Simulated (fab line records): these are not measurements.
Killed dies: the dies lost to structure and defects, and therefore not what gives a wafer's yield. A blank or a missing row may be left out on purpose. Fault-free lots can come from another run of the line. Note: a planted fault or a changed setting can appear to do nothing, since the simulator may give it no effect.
One fault through the eyes of 2 desks	flow gf180mcu	each desk holds nothing but its own numbers, with what lay behind them at the end

AT THE TOOL OWNER'S DESK: pecvd-03
The tool's own readings at GF_MIM_CVD_05 (deposits Si3N4, target thk 42 nm, time 29.086 s): means of the sampled wafers that have a number, for each lot that ran on this tool. A lot is out of limits, marked OUT, if its mean lies more than 4 standard deviations from the usual mean; the brackets give that distance.
Columns: A = heaterPowerW at GF_MIM_CVD_05, usual 660 W
lot	first seen here	A
L716	day 25 20:35	605
L715	day 26 02:33	636
L717	day 26 14:56	692
L718	day 27 03:02	620
L725	day 28 20:35	659
Finding of this desk: none of the 5 lots has anything out of limits.

AT THE METROLOGY DESK
Means of the sampled wafers that have a number, per lot and without regard to the tool the lot ran on: this is what the gauges read. A lot is out of limits, marked OUT, if its mean lies more than 4 standard deviations from the usual mean; the brackets give that distance.
Columns: A = cdNm at GF_M4_CD_MEAS_14, usual 279.9 nm; B = MIM_CVD_05_THK at GF_MIM_THK_MEAS_06, usual 41.9 nm
lot	first seen here	A	B
L713	day 23 08:49	280.4	42.3
L714	day 23 18:42	280.9	41.9
L716	day 24 20:06	281.0	41.9
L715	day 25 02:28	280.6	41.8
L717	day 25 15:08	281.0	41.7
L718	day 26 03:18	278.0	41.3
L724	day 27 16:50	279.3	42.5
L725	day 27 21:55	279.3	44.0
L728	day 28 21:25	279.7	41.8
L729	day 28 21:44	279.8	40.9
L733	day 29 21:38	279.8	41.9
L734	day 30 04:08	280.6	42.6
L735	day 30 09:52	279.2	41.6
Finding of this desk: none of the 13 lots has anything out of limits.

PUT TOGETHER
The desk of the tool owner found nothing out of limits.
The metrology desk saw nothing out of limits.

WHAT HAD BEEN PUT IN BY THE SIMULATOR
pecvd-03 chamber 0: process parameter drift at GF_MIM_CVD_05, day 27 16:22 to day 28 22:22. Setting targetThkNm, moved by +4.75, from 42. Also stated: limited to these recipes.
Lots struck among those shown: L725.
